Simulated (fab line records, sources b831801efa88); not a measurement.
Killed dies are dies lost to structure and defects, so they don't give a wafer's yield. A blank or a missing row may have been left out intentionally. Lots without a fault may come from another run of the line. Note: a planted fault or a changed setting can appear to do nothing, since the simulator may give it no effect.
A sampling plan put to the test	flow sky130	each of the 52 faults these records tell of, on one fab line, judged from the records of the lots it struck
The plan consists of the line's own looks: route steps at which the wafer is read by a gauge or an inspection but not changed. A look is open to judgement when struck wafers have a number at it and the file gives its usual mean and standard deviation on fault-free wafers. Caught: the struck wafers' mean, at a look after the fault's first step, is 4 or more of those standard deviations (sigma) away from the usual mean. On the tool: the identical test, applied to the tool's own readings at the steps of the fault. Caught also covers a different recipe on the struck wafers, or a record left blank for those wafers only.

THE FAULTS, as the simulator had put them in
1. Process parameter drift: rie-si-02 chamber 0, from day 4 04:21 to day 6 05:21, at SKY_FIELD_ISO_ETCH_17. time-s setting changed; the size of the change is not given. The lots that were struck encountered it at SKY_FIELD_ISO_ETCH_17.
2. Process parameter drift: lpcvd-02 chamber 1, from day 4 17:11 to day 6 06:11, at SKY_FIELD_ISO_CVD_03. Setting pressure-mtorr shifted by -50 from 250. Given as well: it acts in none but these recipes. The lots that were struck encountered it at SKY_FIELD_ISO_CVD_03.
3. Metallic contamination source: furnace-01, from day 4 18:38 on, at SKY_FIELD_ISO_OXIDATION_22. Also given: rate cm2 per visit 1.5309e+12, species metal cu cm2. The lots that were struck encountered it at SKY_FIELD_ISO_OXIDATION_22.
4. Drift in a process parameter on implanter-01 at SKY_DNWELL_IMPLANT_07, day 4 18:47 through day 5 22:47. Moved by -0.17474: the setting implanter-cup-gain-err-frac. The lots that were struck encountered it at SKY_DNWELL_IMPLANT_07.
5. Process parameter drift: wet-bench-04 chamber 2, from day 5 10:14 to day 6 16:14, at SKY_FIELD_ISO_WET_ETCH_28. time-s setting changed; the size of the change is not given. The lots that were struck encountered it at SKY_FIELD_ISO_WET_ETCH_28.
6. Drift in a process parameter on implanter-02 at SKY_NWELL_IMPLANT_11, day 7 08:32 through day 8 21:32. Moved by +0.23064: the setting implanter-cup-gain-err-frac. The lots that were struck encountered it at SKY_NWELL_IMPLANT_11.
7. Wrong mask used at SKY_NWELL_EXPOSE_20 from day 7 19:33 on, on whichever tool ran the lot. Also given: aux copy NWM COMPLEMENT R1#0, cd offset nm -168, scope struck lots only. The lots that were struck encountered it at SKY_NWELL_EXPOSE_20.
8. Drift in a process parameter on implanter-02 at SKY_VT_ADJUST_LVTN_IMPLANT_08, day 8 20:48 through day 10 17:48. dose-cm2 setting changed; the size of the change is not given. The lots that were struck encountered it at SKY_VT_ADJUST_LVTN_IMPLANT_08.
9. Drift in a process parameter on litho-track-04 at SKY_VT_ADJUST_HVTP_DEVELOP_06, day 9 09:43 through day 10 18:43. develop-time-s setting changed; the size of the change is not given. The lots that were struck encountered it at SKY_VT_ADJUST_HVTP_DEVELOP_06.
10. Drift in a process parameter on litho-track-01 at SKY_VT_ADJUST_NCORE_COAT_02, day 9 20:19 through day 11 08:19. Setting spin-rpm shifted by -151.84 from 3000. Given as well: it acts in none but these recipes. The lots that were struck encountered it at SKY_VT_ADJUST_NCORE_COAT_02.
11. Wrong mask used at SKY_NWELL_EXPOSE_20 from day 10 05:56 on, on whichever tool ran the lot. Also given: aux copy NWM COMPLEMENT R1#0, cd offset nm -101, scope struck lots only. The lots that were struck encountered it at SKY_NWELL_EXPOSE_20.
12. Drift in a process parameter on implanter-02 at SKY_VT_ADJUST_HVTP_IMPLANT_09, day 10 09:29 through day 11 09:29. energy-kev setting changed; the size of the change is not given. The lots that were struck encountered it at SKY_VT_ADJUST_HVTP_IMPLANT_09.
13. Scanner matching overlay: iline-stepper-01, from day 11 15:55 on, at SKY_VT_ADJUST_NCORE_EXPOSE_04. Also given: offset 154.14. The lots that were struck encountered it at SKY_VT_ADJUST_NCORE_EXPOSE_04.
14. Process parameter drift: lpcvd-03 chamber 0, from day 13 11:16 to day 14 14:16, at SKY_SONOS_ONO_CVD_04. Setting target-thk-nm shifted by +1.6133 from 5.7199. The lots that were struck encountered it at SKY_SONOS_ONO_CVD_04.
15. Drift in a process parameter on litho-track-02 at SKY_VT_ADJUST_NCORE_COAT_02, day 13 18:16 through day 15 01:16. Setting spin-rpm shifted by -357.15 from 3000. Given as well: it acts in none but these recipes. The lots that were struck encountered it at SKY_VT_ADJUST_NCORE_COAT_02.
16. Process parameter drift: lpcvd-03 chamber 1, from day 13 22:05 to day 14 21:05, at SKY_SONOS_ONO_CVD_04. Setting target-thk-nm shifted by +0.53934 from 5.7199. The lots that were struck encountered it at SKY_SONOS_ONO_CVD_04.
17. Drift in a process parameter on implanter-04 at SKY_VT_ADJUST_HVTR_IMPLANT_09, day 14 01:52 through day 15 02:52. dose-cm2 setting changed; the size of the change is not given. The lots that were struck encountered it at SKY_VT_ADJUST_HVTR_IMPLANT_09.
18. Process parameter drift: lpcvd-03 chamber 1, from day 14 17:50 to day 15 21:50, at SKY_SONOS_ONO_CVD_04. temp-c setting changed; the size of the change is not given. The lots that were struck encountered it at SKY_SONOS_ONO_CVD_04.
19. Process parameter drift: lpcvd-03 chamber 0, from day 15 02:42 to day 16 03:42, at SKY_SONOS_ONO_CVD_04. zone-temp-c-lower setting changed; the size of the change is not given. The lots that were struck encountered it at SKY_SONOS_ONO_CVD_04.
20. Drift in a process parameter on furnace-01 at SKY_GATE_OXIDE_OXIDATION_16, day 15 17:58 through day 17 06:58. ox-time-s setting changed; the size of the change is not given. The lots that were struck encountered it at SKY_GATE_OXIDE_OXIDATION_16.
21. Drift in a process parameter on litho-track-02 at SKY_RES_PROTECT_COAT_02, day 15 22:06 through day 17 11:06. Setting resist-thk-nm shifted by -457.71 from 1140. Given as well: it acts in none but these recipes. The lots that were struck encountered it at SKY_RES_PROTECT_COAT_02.
22. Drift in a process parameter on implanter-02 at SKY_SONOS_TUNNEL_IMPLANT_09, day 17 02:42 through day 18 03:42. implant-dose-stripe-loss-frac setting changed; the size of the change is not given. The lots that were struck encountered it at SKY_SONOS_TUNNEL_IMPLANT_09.
23. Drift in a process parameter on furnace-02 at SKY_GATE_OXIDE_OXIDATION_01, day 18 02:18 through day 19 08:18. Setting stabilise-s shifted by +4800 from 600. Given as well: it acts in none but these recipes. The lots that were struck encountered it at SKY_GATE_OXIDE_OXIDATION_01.
24. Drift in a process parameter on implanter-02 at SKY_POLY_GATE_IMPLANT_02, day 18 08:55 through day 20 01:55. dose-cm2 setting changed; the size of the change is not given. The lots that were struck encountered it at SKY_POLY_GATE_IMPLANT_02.
25. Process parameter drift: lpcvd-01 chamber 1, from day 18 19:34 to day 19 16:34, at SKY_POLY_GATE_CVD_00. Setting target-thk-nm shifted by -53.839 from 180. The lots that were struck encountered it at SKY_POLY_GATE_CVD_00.
26. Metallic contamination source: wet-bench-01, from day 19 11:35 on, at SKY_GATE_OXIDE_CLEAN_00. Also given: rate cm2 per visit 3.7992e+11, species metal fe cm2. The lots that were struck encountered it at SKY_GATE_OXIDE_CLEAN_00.
27. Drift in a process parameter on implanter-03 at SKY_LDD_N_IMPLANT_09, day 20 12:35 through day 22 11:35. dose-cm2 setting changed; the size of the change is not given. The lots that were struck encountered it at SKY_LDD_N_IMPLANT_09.
28. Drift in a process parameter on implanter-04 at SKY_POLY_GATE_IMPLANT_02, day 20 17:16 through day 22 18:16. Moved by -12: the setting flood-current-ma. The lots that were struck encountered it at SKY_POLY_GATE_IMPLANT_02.
29. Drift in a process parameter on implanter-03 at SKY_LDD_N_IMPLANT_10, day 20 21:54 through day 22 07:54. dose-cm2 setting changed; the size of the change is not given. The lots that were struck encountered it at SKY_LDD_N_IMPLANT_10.
30. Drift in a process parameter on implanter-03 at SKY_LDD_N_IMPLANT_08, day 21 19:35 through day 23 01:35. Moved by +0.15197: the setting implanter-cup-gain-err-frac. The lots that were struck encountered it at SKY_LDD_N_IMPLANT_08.
31. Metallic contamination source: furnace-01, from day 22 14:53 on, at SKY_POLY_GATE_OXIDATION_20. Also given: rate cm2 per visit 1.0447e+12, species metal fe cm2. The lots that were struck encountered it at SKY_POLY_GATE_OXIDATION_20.
32. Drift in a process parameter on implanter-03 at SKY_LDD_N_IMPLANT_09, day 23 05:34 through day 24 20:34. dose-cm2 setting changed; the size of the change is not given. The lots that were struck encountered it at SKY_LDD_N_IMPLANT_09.
33. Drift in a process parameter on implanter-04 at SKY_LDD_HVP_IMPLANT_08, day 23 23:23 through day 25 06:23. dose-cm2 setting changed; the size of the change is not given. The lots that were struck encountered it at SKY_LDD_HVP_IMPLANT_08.
34. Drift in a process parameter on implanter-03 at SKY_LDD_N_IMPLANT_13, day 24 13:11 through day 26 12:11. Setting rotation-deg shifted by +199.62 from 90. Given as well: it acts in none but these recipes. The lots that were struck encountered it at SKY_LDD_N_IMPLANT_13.
35. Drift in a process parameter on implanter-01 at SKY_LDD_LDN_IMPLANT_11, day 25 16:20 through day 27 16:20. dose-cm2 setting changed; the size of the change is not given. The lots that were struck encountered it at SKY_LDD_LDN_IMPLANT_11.
36. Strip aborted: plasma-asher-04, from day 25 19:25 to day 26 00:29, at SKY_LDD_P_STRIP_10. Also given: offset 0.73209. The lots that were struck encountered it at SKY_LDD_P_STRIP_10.
37. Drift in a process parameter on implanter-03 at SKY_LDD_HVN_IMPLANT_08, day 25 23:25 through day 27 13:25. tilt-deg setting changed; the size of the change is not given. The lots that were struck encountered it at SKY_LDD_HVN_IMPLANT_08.
38. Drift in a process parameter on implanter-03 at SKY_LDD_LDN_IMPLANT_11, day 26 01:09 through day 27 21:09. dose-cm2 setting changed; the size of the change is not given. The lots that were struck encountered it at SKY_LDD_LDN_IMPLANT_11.
39. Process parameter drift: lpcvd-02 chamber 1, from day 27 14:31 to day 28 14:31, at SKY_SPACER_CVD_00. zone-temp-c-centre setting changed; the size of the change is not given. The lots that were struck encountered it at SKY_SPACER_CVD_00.
40. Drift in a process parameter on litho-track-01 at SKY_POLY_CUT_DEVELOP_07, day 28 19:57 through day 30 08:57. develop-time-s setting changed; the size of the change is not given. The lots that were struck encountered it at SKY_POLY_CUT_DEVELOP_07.
41. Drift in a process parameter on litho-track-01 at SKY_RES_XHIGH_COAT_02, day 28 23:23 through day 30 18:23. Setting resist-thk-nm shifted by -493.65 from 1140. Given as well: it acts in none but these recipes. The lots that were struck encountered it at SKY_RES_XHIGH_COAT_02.
42. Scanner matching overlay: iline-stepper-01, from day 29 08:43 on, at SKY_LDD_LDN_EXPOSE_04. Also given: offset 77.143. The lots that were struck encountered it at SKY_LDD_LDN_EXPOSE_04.
43. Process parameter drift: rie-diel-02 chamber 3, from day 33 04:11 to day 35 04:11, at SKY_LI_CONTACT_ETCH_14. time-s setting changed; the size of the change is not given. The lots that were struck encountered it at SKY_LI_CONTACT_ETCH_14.
44. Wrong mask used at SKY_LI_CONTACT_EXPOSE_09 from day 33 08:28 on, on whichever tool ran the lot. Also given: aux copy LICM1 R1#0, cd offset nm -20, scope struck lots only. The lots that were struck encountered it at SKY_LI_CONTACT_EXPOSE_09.
45. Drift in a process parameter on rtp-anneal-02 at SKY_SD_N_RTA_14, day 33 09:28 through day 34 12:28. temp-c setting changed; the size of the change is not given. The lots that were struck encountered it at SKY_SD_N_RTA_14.
46. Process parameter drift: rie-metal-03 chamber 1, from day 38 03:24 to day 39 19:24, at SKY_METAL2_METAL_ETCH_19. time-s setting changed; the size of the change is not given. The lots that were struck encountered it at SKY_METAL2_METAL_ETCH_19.
47. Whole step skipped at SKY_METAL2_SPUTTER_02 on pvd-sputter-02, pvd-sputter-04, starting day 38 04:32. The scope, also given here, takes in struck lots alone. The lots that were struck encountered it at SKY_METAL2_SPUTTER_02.
48. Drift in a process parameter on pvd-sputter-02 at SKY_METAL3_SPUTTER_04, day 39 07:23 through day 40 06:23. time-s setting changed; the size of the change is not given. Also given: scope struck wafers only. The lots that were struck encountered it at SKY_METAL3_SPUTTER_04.
49. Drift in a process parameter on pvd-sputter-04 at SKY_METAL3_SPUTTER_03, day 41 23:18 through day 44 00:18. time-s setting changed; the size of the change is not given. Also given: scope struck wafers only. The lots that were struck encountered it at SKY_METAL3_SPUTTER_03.
50. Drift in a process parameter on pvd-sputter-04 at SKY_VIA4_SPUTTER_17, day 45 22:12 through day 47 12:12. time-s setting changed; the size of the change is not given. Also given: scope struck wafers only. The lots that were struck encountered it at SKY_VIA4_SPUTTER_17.
51. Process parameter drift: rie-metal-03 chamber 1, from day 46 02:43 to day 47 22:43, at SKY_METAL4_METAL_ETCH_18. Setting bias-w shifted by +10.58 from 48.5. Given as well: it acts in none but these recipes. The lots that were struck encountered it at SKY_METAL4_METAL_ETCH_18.
52. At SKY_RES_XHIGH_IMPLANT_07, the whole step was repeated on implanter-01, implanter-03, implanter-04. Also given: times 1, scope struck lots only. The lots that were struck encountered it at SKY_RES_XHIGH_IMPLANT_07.

WHAT THE PLAN SAW
fault	on the tool itself	first look that catches it	reading, sigma	median hours from its first step to that look	hours from the fault's start to the first struck lot there	judged looks passed uncaught
1	run-length-s -22 sigma	no look after it can be judged	-	-	-	0
2	pressure-mtorr -97 sigma	SKY_FIELD_ISO_THK_MEAS_04	FIELD_ISO_CVD_03_THK -5.6	1.8	4	0
3	under 2 sigma	none of the 5 looks that can be judged after it	-	-	-	5
4	no reading that can be judged	SKY_DNWELL_TW_MEAS_09	DNWELL_TW +11	0.2	5	0
5	run-length-s +5.1 sigma	none of the 4 looks that can be judged after it	-	-	-	4
6	faraday-current-uA +10 sigma	SKY_NWELL_TW_MEAS_15	NWELL_TW -14	0.5	10	0
7	no reading that can be judged	no look after it can be judged	-	-	-	0
8	dose-ions-cm2 +99 or beyond sigma	SKY_VT_ADJUST_LVTN_TW_MEAS_10	VT_ADJUST_LVTN_TW +20	0.2	6	0
9	under 2 sigma	none of the 2 looks that can be judged after it	strongest: cd-nm at SKY_VT_ADJUST_HVTP_CD_MEAS_07, +3.4	-	-	2
10	spin-speed-rpm -84 sigma	none of the 2 looks that can be judged after it	-	-	-	2
11	under 2 sigma	no look after it can be judged	-	-	-	0
12	beam-energy-keV -99 or beyond sigma	SKY_VT_ADJUST_HVTP_TW_MEAS_11	VT_ADJUST_HVTP_TW -5.1	0.2	10	0
13	under 2 sigma	SKY_VT_ADJUST_NCORE_OVL_MEAS_08	VT_ADJUST_NCORE_OVL +99 or beyond	12.1	19	0
14	under 2 sigma	SKY_SONOS_ONO_THK_MEAS_05	SONOS_ONO_CVD_04_THK +13	1.3	23	0
15	spin-speed-rpm -99 or beyond sigma	no look after it can be judged	-	-	-	0
16	no reading that can be judged	SKY_SONOS_ONO_THK_MEAS_05	SONOS_ONO_CVD_04_THK +4.7	1.3	9	0
17	dose-ions-cm2 -99 or beyond sigma	SKY_VT_ADJUST_HVTR_TW_MEAS_11	VT_ADJUST_HVTR_TW -22	0.2	6	0
18	spike-tc-lower-C -7.1 sigma	SKY_SONOS_ONO_THK_MEAS_05	SONOS_ONO_CVD_04_THK -5.0	1.3	3	0
19	spike-tc-lower-C +29 sigma	SKY_SONOS_ONO_THK_MEAS_05	SONOS_ONO_CVD_04_THK +13	1.3	22	0
20	under 2 sigma	no look after it can be judged	-	-	-	0
21	under 2 sigma	none of the 2 looks that can be judged after it	-	-	-	2
22	no reading that can be judged	none of the 7 looks that can be judged after it	-	-	-	7
23	under 2 sigma	not the one look that can be judged after it	-	-	-	1
24	dose-ions-cm2 +99 or beyond sigma	not the one look that can be judged after it	-	-	-	1
25	no reading that can be judged	SKY_POLY_GATE_THK_MEAS_01	POLY_GATE_CVD_00_THK -30	1.2	20	0
26	no reading that can be judged	none of the 5 looks that can be judged after it	-	-	-	5
27	dose-ions-cm2 +99 or beyond sigma	none of the 2 looks that can be judged after it	strongest: LDD_N_TW at SKY_LDD_N_TW_MEAS_17, +3.6	-	-	2
28	no reading that can be judged	none of the 6 looks that can be judged after it	-	-	-	6
29	dose-ions-cm2 +99 or beyond sigma	no look after it can be judged	-	-	-	0
30	faraday-current-uA +6.6 sigma	no look after it can be judged	-	-	-	0
31	under 2 sigma	no look after it can be judged	-	-	-	0
32	dose-ions-cm2 -99 or beyond sigma	no look after it can be judged	-	-	-	0
33	dose-ions-cm2 +99 or beyond sigma	none of the 4 looks that can be judged after it	strongest: LDD_HVP_TW at SKY_LDD_HVP_TW_MEAS_10, +3.0	-	-	4
34	rotation-deg +99 or beyond sigma	no look after it can be judged	-	-	-	0
35	dose-ions-cm2 -99 or beyond sigma	no look after it can be judged	-	-	-	0
36	oes-product-au +44 sigma	SKY_LDD_HVN_TW_MEAS_10	LDD_HVN_TW -99 or beyond	29.3	34	0
37	under 2 sigma	none of the 5 looks that can be judged after it	-	-	-	5
38	dose-ions-cm2 -99 or beyond sigma	SKY_LDD_LDN_TW_MEAS_13	LDD_LDN_TW -4.1	0.2	2	0
39	spike-tc-centre-C +15 sigma	SKY_SPACER_THK_MEAS_01	SPACER_CVD_00_THK +13	1.2	6	0
40	under 2 sigma	SKY_POLY_CUT_CD_MEAS_08	cd-nm -4.0	0.5	4	0
41	under 2 sigma	not the one look that can be judged after it	-	-	-	1
42	no reading that can be judged	SKY_LDD_LDN_OVL_MEAS_07	LDD_LDN_OVL +54	13.8	17	0
43	run-length-s +99 or beyond sigma	not the one look that can be judged after it	-	-	-	1
44	under 2 sigma	SKY_LI_CONTACT_CD_MEAS_12	cd-nm -14	13.5	19	0
45	wafer_temp_C_max +27 sigma	SKY_SD_N_RS_MEAS_16	SD_N_RS -59	0.2	9	0
46	run-length-s -47 sigma	no look after it can be judged	-	-	-	0
47	the tool's record is blank for the struck wafers	SKY_METAL2_RS_MEAS_05	METAL2_ALCU_RS +99 or beyond	0.1	5	0
48	under 2 sigma	no look after it can be judged	-	-	-	0
49	under 2 sigma	no look after it can be judged	-	-	-	0
50	under 2 sigma	no look after it can be judged	-	-	-	0
51	bias-w +65 sigma	no look after it can be judged	-	-	-	0
52	under 2 sigma	SKY_RES_XHIGH_TW_MEAS_09	RES_XHIGH_TW +40	0.6	-	0
A dash: this means the fault isn't caught or the number doesn't appear in these records.

Caught at a look: 21 of 52. Caught on the tool: 27 of 52. By one or the other: 36 of 52.
Faults caught by the tool alone: 1, 5, 10, 15, 24, 27, 29, 30, 32, 33, 34, 35, 43, 46, 51.
Caught at a look alone: faults 4, 13, 14, 16, 25, 40, 42, 44, 52.
Caught by neither: faults 3, 7, 9, 11, 20, 21, 22, 23, 26, 28, 31, 37, 41, 48, 49, 50.

THINNER SAMPLING
In the worst case, this is how late the first struck lot would be measured if the look that catches a fault measured only every second or every third lot, by lot number:
fault	struck lots at that look, in order of time	every lot	every second lot	every third lot
2	L521, L523	4 h	may miss all 2	may miss all 2
4	L618, L622	5 h	may miss all 2	may miss all 2
6	L422, L424	10 h	may miss all 2	may miss all 2
8	L635, L636	6 h	13 h	may miss all 2
12	L946, L948	10 h	may miss all 2	may miss all 2
13	L362, L363	19 h	26 h	may miss all 2
14	L706	23 h	may miss it	may miss it
16	L145, L147	9 h	may miss all 2	may miss all 2
17	L607, L608, L609	6 h	14 h	21 h
18	L302, L303, L304	3 h	17 h	21 h
19	L837	22 h	may miss it	may miss it
25	L620	20 h	may miss it	may miss it
36	L304	34 h	may miss it	may miss it
38	L112, L117	2 h	42 h	may miss all 2
39	L299, L301	6 h	may miss all 2	may miss all 2
40	L176, L179	4 h	26 h	may miss all 2
42	L305, L306	17 h	27 h	may miss all 2
44	L942	19 h	may miss it	may miss it
45	L510, L512	9 h	may miss all 2	may miss all 2
47	L356, L358	5 h	may miss all 2	may miss all 2
The hour figures run from when the fault began to the first measured lot among those it struck. The limit of 4 sigma was tested on all struck wafers together, so one lot alone may lie under it. Other struck lots may not be in these records.

THE LONGEST TIMED WAY FROM STEP TO LOOK
Fault 36: the median time between SKY_LDD_P_STRIP_10 and SKY_LDD_HVN_TW_MEAS_10 is 29.3 hours. No look between them can be judged.
